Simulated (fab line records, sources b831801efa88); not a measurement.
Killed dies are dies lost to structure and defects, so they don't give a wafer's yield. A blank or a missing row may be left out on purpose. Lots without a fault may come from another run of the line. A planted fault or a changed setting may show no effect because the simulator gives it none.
One fault seen from 2 desks | flow gf180mcu | each desk has only its own numbers; what lay behind them comes last

THE TOOL OWNER'S DESK: pvd_sputter-01
The tool's own readings at GF_M4_SPUTTER_04 (material TiN, target thk 50 nm, time 41.7 s): means of the sampled wafers that have a number, for each lot that ran on this tool. A lot is out of limits, marked OUT, if its mean lies more than 4 standard deviations from the usual mean; the brackets give that distance.
Columns: A = cathode_dc_power_W at GF_M4_SPUTTER_04, usual 6499.9 W; B = chamber_pressure_pa at GF_M4_SPUTTER_04, usual 0.4000 Pa; C = throttle_valve_pct at GF_M4_SPUTTER_04, usual 30.5 %
lot  | first seen here | A      | B      | C
L174 | day 22 11:11    | 6500.1 | 0.4000 | 31.3
L194 | day 29 08:40    | 6501.0 | 0.4000 | 31.1
L196 | day 29 23:41    | 6500.6 | 0.4003 | 30.6
This desk's finding: nothing out of limits on any of the 3 lots.

THE METROLOGY DESK
What the gauges read, lot by lot, whatever tool the lot ran on: means of the sampled wafers that have a number. A lot is out of limits, marked OUT, if its mean lies more than 4 standard deviations from the usual mean; the brackets give that distance. Of its 9 readings 7 are shown: those that lie furthest out on some lot.
Columns: A = V3_W_RS at GF_V3_RS_MEAS_24, usual 0.328 ohm/sq; B = V3_W_THK at GF_V3_THK_MEAS_25, usual 354 nm; C = M4_ALCU_RS at GF_M4_RS_MEAS_05, usual 0.0696 ohm/sq; D = cd_nm at GF_M4_CD_MEAS_14, usual 280.2 nm; E = M4_OVL at GF_M4_OVL_MEAS_15, usual 3 nm; F = V4_CVD_02_THK at GF_V4_THK_MEAS_03, usual 852 nm; G = V4_BOW at GF_V4_BOW_MEAS_05, usual 136 um
lot  | first seen here | A     | B   | C      | D     | E  | F   | G
L174 | day 22 10:32    | 0.323 | 356 | 0.0705 | 278.8 | 6  | 869 | 140
L178 | day 24 05:56    | 0.331 | 352 | 0.0695 | 280.0 | -5 | 861 | 127
L179 | day 24 13:35    | 0.323 | 362 | 0.0690 | 283.1 | 0  | 862 | 145
L183 | day 25 21:27    | 0.329 | 356 | 0.0705 | 280.9 | 6  | 836 | 130
L194 | day 29 08:01    | 0.326 | 358 | 0.0701 | 281.4 | 8  | 841 | 126
L196 | day 29 23:01    | 0.333 | 342 | 0.0701 | 281.5 | 1  | 860 | 128
This desk's finding: nothing out of limits on any of the 6 lots.

PUT TOGETHER
The tool owner's desk saw nothing out of limits.
The metrology desk saw nothing out of limits.

WHAT THE SIMULATOR HAD PUT IN
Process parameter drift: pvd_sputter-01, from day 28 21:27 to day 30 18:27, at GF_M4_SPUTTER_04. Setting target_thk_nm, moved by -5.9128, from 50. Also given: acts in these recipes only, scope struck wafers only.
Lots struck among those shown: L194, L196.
